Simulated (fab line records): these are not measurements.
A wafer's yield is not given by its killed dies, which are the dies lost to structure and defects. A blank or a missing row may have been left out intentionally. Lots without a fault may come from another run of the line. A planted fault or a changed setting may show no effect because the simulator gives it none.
Comparing a struck lot with a sound one	flow sky130	15 steps out of a route of 708
Sound: these wafers, L720.4, L720.5, L720.6. The struck wafers were L724.1, L724.2, L724.5. The cause is given at the end.
Per side, at each step with rows, come the tool, then ch with its chambers, and then its first start. Under that, the readings that differ: sound wafers	struck wafers	difference of the means	sigmas: that difference in standard deviations of wafers without a fault.
alike: words and numbers the same on both sides, and readings whose means are apart by under 2 such deviations; not compared: readings that were withheld, readings missing a value for some wafer, numbers with overlapping values and no deviation given by the record, and bounds like >300 which may hide the same value.
The two part at a step that has a row with sigmas, a row that says differs or no value, or rows on one side only. Numbers that don't overlap but have no deviation are shown without sigmas and don't part them. A reading that every wafer of one side lacks parts them only if that side has two wafers or more.

SKY_CONTACT_ETCH_17: etches SiO2 in C4F8/O2/Ar, stops on Si3N4, target depth 340 nm.
  sound on rieDiel-04 ch 1,2,3, day 36 15:58; struck on rieDiel-02 ch 2,3, day 37 19:44
  alike: oesProductAu
SKY_CONTACT_ETCH_18: etches Si3N4 in CHF3/O2, stops on TiN, time 39 s, target depth 75 nm.
  sound on rieDiel-04 ch 1,2,3; struck on rieDiel-02 ch 2,3
  alike: drypumpMotorCurrentA, oesProductAu, throttleValvePct
  not compared: rfHoursCounterH
SKY_CONTACT_STRIP_19: strips in O2/N2.
  sound on plasmaAsher-03 ch 0,1, day 36 16:04; struck on plasmaAsher-02 ch 0,1, day 37 19:50
  alike: drypumpMotorCurrentA, oesProductAu, stripTimeToEndpointS
  not compared: rfHoursCounterH
then, 3 steps without rows for these wafers: SKY_CONTACT_STRIP_20 (strips in post etch residue remover, time 1200 s); SKY_CONTACT_CLEAN_21 (cleans in IPA, time 180 s); SKY_CONTACT_CLEAN_22 (cleans in O3/DIW).
SKY_CONTACT_SPUTTER_23: material TiN, target thk 20 nm, time 80 s.
  sound on pvdSputter-04 at day 36 16:37; struck on pvdSputter-01 at day 37 20:25
  alike: cathodeDcPowerW, throttleValvePct
SKY_CONTACT_CVD_24: deposits W, target thk 340 nm, time 102.12 s.
  sound on cvdW-01 ch 0, day 36 16:48; struck on cvdW-02 ch 0,1, day 37 20:29
  alike: heaterPowerW
SKY_CONTACT_RS_MEAS_25: measurement is done with a four-point probe.
  sound on filmMetro-02 at day 36 16:58; struck on filmMetro-04 at day 37 20:35
  alike: CONTACT_W_RS
SKY_CONTACT_THK_MEAS_26: measures by xrf.
  sound on filmMetro-02 at day 36 17:04; struck on filmMetro-04 at day 37 20:43
  alike: CONTACT_W_THK
then, 2 steps without rows for these wafers: SKY_CONTACT_CMP_27 (polishes, stops on SiO2, t overpolish 15 s, target thk 0 nm); SKY_METAL1_SPUTTER_00 (material Ti, target thk 15 nm, time 10 s).
SKY_METAL1_SPUTTER_01: material TiN, target thk 20 nm, time 16.7 s.
  sound on pvdSputter-03 at day 36 17:25; struck on pvdSputter-02 at day 37 21:05
reading	sound	struck	difference	sigmas
cathodeDcPowerW (W)	6499.3 6500.4 6499.8	6161.2 6161.8 6160.0	-338.8	-99 or more
model.TiN_of_METAL1_SPUTTER_01.thkNm (nm)	20.4 20.31 20.02	19.46 19.52 19.28	-0.82	
  alike: throttleValvePct
then, 1 step without rows for these wafers: SKY_METAL1_SPUTTER_02 (material AlCu, target thk 250 nm, time 13.3 s).
SKY_PAD_OPEN_PROBE_99:
  sound wafers here have rows in the record (prober-01, day 49 13:33); struck ones have none

## WHERE THEY PART
Last at SKY_PAD_OPEN_PROBE_99 as far as this record goes, first at SKY_METAL1_SPUTTER_01.

WHY: what the simulator had put in
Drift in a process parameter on pvdSputter-02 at SKY_METAL1_SPUTTER_01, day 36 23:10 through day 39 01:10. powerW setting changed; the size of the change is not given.
